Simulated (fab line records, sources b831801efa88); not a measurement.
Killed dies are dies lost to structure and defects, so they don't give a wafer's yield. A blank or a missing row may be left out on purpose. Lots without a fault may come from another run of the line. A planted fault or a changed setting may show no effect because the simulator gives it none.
Chamber matching | flow gf180mcu | GF_V5_CMP_26 on cmp-01: 4 sister chambers
The step polishes, stops on SiO2, t overpolish 15 s, target thk 0 nm. 8 wafers are shown with their chamber, then 10 later ones without.

WAFERS WITH THEIR CHAMBER
wafer  | chamber | motor_current_A (A) | time_to_endpoint_s (s)
L471.2 | 3       | 9.5                 | 89
L471.3 | 1       | 12.6                | 90
L472.5 | 3       | 10.4                | 81
L474.2 | 2       | 9.7                 | 78
L474.3 | 0       | 11.1                | 80
L474.6 | 1       | 12.1                | 86
L479.3 | 2       | 9.5                 | 82
L479.5 | 0       | 11.0                | 82

WAFERS WITHOUT THEIR CHAMBER
wafer  | motor_current_A (A) | time_to_endpoint_s (s)
L479.6 | 12.2                | 90
L480.1 | 9.7                 | 81
L480.3 | 12.1                | 95
L480.6 | 9.8                 | 85
L483.1 | 9.9                 | 80
L483.3 | 9.7                 | 79
L483.6 | 10.0                | 77
L484.1 | 9.2                 | 81
L484.2 | 12.5                | 90
L484.4 | 9.7                 | 87

WHICH CHAMBER EACH WENT THROUGH
wafer  | from the rows above          | in truth
L479.6 | 1                            | 1
L480.1 | can't be placed: 2 or 3      | 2
L480.3 | 1                            | 1
L480.6 | can't be placed: 3 or 2      | 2
L483.1 | can't be placed: 2 or 3      | 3
L483.3 | can't be placed: 2 or 3      | 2
L483.6 | can't be placed: 2 or 3 or 0 | 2
L484.1 | can't be placed: 2 or 3      | 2
L484.2 | 1                            | 1
L484.4 | can't be placed: 3 or 2      | 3
Placed correctly: 3 of 10. Can't be placed from these rows: 7 (the true chamber is among the candidates in 7). Placed wrongly: 0.
How it was worked out, from the rows above alone: a wafer's distance from a chamber is the root of the sum, over the readings, of the square of ((its reading less the chamber's mean) divided by the reading's scatter). The wafer belongs to the nearest chamber; if the next one is less than 2 further off, it can't be placed. A chamber's mean is the mean of its shown wafers. The scatter: the root of (the sum of the squares of (reading less its chamber's mean) over the shown wafers, divided by (wafers less chambers)).
